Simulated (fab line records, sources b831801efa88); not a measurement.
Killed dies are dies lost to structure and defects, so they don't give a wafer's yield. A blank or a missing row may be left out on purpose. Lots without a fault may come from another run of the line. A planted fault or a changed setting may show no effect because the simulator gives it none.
A struck lot beside a sound one | flow sfq_line | 42 steps out of a route of 325
Sound: wafers L700.3, L700.4, L700.5. Struck: wafer L707.2. (L707.1, L707.4 of the same lot were not struck and are left out.) The cause comes at the end.
At each step with rows: each side's tool, then ch and its chambers, then its first start. Under that, the readings that differ: sound wafers | struck wafers | difference of the means | sigmas: that difference in standard deviations of wafers without a fault.
alike: readings whose means differ by less than 2 such deviations, and words and numbers that are the same on both sides. not compared: withheld readings, readings that some wafer has no value for, bounds like >300 that may hide the same value, and numbers for which the record gives no deviation and whose values overlap.
The two part at a step that has a row with sigmas, a row that says differs or no value, or rows on one side only. Numbers that don't overlap but have no deviation are shown without sigmas and don't part them. A reading that every wafer of one side lacks parts them only if that side has two wafers or more.

first, 6 steps without rows for these wafers: SFQ_TRILAYER_M1_LITHO_COAT_044 (resist thk 62 nm); SFQ_TRILAYER_M1_LITHO_COAT_039 (resist thk 600 nm); SFQ_TRILAYER_M1_LITHO_SOFTBAKE_043; SFQ_TRILAYER_M1_LITHO_EXPOSE_040 (exposes mask M1, target cd 500 nm); SFQ_TRILAYER_M1_LITHO_PEB_042 (peb time 60 s); SFQ_TRILAYER_M1_LITHO_DEVELOP_041 (time 60 s).
SFQ_M1_OVL_MEAS_911:
  sound on overlay-01, day 12 22:41; struck on overlay-01, day 15 18:59
  reading     | sound      | struck | difference | sigmas
  M1_OVL (nm) | -11 -3 -10 | 8      | +16        | +3
SFQ_TRILAYER_M1_BARC_OPEN_METAL_ETCH_054: etches BARC in O2, target depth 125 nm, time 41.7 s.
  sound on rie_metal-01 ch 0,1, day 12 22:44; struck on rie_metal-03 ch 1, day 15 19:01
  reading                | sound | struck | difference                   | sigmas
  rf_hours_counter_h (h) | - - - | 11     | no value on the sound wafers |
  alike: drypump_motor_current_A, oes_product_au
then, 1 step without rows for these wafers: SFQ_TRILAYER_M1_ETCH_METAL_ETCH_042 (etches Nb in Cl2/Ar, stops on SiO2, target depth 240 nm, time 120 s).
SFQ_TRILAYER_M1_STRIP_STRIP_043: strips in O2.
  sound on rie_metal-01 ch 0,1, day 12 23:06; struck on rie_metal-03 ch 1, day 15 19:12
  reading                | sound | struck | difference                   | sigmas
  rf_hours_counter_h (h) | - - - | 11     | no value on the sound wafers |
  alike: drypump_motor_current_A, oes_product_au
then, 1 step without rows for these wafers: SFQ_TRILAYER_M1_STRIP_SOLV_CLEAN_044 (cleans in NMP, time 600 s).
SFQ_TRILAYER_I1_DEP_PECVD_045: deposits SiO2 from SiH4/N2O, time 111.11 s, target thk 500 nm.
  sound on pecvd-04 ch 0,1, day 12 23:41; struck on pecvd-04 ch 2, day 15 19:59
  alike: heater_power_w, throttle_valve_pct
SFQ_TRILAYER_I1_CMP_CMP_046: polishes SiO2.
  sound on cmp-02 ch 0,1,2, day 13 02:28; struck on cmp-02 ch 0, day 16 01:00
  reading                                             | sound           | struck | difference | sigmas
  time_to_endpoint_s (s)                              | 211 222 213     | 237    | +22        | +2
  model.SiO2_of_TRILAYER_I1_DEP_PECVD_045.thk_nm (nm) | 199.7 199.3 199 | 148.4  | -50.9      |
  alike: motor_current_A
SFQ_I1_BOW_MEAS_912:
  sound on film_metro-02, day 13 05:01; struck on film_metro-01, day 16 05:19
  not compared: I1_BOW
SFQ_TRILAYER_I1_METRO_MEASURE_047:
  sound on film_metro-02, day 13 05:29; struck on film_metro-01, day 16 09:04
  reading     | sound             | struck | difference | sigmas
  thk_nm (nm) | 199.8 199.3 198.9 | 148.5  | -50.8      | -39
then, 6 steps without rows for these wafers: SFQ_TRILAYER_I1_VIA_LITHO_COAT_054 (resist thk 62 nm); SFQ_TRILAYER_I1_VIA_LITHO_COAT_049 (resist thk 650 nm); SFQ_TRILAYER_I1_VIA_LITHO_SOFTBAKE_053; SFQ_TRILAYER_I1_VIA_LITHO_EXPOSE_050 (exposes mask I1, target cd 500 nm); SFQ_TRILAYER_I1_VIA_LITHO_PEB_052 (peb time 60 s); SFQ_TRILAYER_I1_VIA_LITHO_DEVELOP_051 (time 60 s).
-- the record jumps here: 3 days lie between the struck wafers' starts before and after --
SFQ_I1_OVL_MEAS_913:
  sound on overlay-01, day 16 18:43; struck on overlay-02, day 19 18:03
  alike: I1_OVL
then, 1 step without rows for these wafers: SFQ_TRILAYER_I1_VIA_BARC_OPEN_VIA_ETCH_071 (etches BARC in O2, target depth 125 nm, time 41.7 s).
SFQ_TRILAYER_I1_VIA_ETCH_VIA_ETCH_052: etches SiO2 in CHF3, stops on Nb, target depth 260 nm.
  sound on rie_diel-02 ch 0,2, day 16 18:47; struck on rie_diel-02 ch 1, day 19 18:08
  reading                        | sound             | struck | difference | sigmas
  oes_product_au (a.u.)          | 0.850 0.854 0.867 | 0.722  | -0.135     | -24
  model.I1.feature_depth_nm (nm) | 199.7 199.3 199   | 148.4  | -50.9      |
  model.etch.depth_nm (nm)       | 199.7 199.3 199   | 148.4  | -50.9      |
  alike: drypump_motor_current_A
SFQ_TRILAYER_I1_VIA_STRIP_STRIP_053: strips in O2.
  sound on rie_metal-03 ch 0,1, day 16 19:05; struck on rie_metal-01 ch 1, day 19 18:14
  reading                | sound | struck | difference                   | sigmas
  rf_hours_counter_h (h) | - - - | 50     | no value on the sound wafers |
  alike: drypump_motor_current_A, oes_product_au
then, 1 step without rows for these wafers: SFQ_TRILAYER_I1_VIA_STRIP_SOLV_CLEAN_054 (cleans in NMP, time 600 s).
SFQ_TRILAYER_M2_DEP_PRE_CLEAN_056: time 22.5 s.
  sound on pvd_sputter-05, day 16 19:40; struck on pvd_sputter-04, day 19 19:01
  reading                                             | sound             | struck | difference | sigmas
  model.SiO2_of_TRILAYER_I1_DEP_PECVD_045.thk_nm (nm) | 192.2 191.8 191.5 | 140.9  | -50.9      |
SFQ_TRILAYER_M2_DEP_SPUTTER_055: material Nb, target thk 200 nm, time 133.3 s.
  sound on pvd_sputter-05, day 16 19:41; struck on pvd_sputter-04, day 19 19:02
  alike: cathode_dc_power_W, throttle_valve_pct
SFQ_M2_RS_MEAS_914: measures by four-point-probe.
  sound on film_metro-02, day 16 19:49; struck on film_metro-02, day 19 19:08
  alike: M2_NB_RS
then, 6 steps without rows for these wafers: SFQ_TRILAYER_M2_LITHO_COAT_062 (resist thk 62 nm); SFQ_TRILAYER_M2_LITHO_COAT_057 (resist thk 600 nm); SFQ_TRILAYER_M2_LITHO_SOFTBAKE_061; SFQ_TRILAYER_M2_LITHO_EXPOSE_058 (exposes mask M2, target cd 500 nm); SFQ_TRILAYER_M2_LITHO_PEB_060 (peb time 60 s); SFQ_TRILAYER_M2_LITHO_DEVELOP_059 (time 60 s).
-- the record jumps here: 4 days lie between the struck wafers' starts before and after --
SFQ_M2_OVL_MEAS_916:
  sound on overlay-01, day 20 12:04; struck on overlay-01, day 23 18:19
  alike: M2_OVL
then, 5 steps without rows for these wafers: SFQ_TRILAYER_M2_BARC_OPEN_METAL_ETCH_077 (etches BARC in O2, target depth 125 nm, time 41.7 s); SFQ_TRILAYER_M2_ETCH_METAL_ETCH_060 (etches Nb in Cl2/Ar, stops on SiO2, target depth 240 nm, time 120 s); SFQ_TRILAYER_M2_STRIP_STRIP_061 (strips in O2); SFQ_TRILAYER_M2_STRIP_SOLV_CLEAN_062 (cleans in NMP, time 600 s); SFQ_TRILAYER_I2_DEP_PECVD_063 (deposits SiO2 from SiH4/N2O, time 111.11 s, target thk 500 nm).
-- the record jumps here: 47 days lie between the struck wafers' starts before and after --
SFQ_M8_BOW_MEAS_951:
  sound on film_metro-03, day 68 03:21; struck on film_metro-01, day 70 11:39
  reading                 | sound             | struck | difference | sigmas
  model.etest.i1.link_ohm | 1.964 1.994 1.964 | 1.961  | -0.013     |
  alike: M8_BOW

WHERE THEY PART
First at SFQ_M1_OVL_MEAS_911; last, within this record, at SFQ_TRILAYER_I1_VIA_STRIP_STRIP_053. Later steps at which nothing parts them and some readings are alike: SFQ_TRILAYER_M2_DEP_SPUTTER_055, SFQ_M2_RS_MEAS_914, SFQ_M2_OVL_MEAS_916, SFQ_M8_BOW_MEAS_951.

WHY: what the simulator had put in
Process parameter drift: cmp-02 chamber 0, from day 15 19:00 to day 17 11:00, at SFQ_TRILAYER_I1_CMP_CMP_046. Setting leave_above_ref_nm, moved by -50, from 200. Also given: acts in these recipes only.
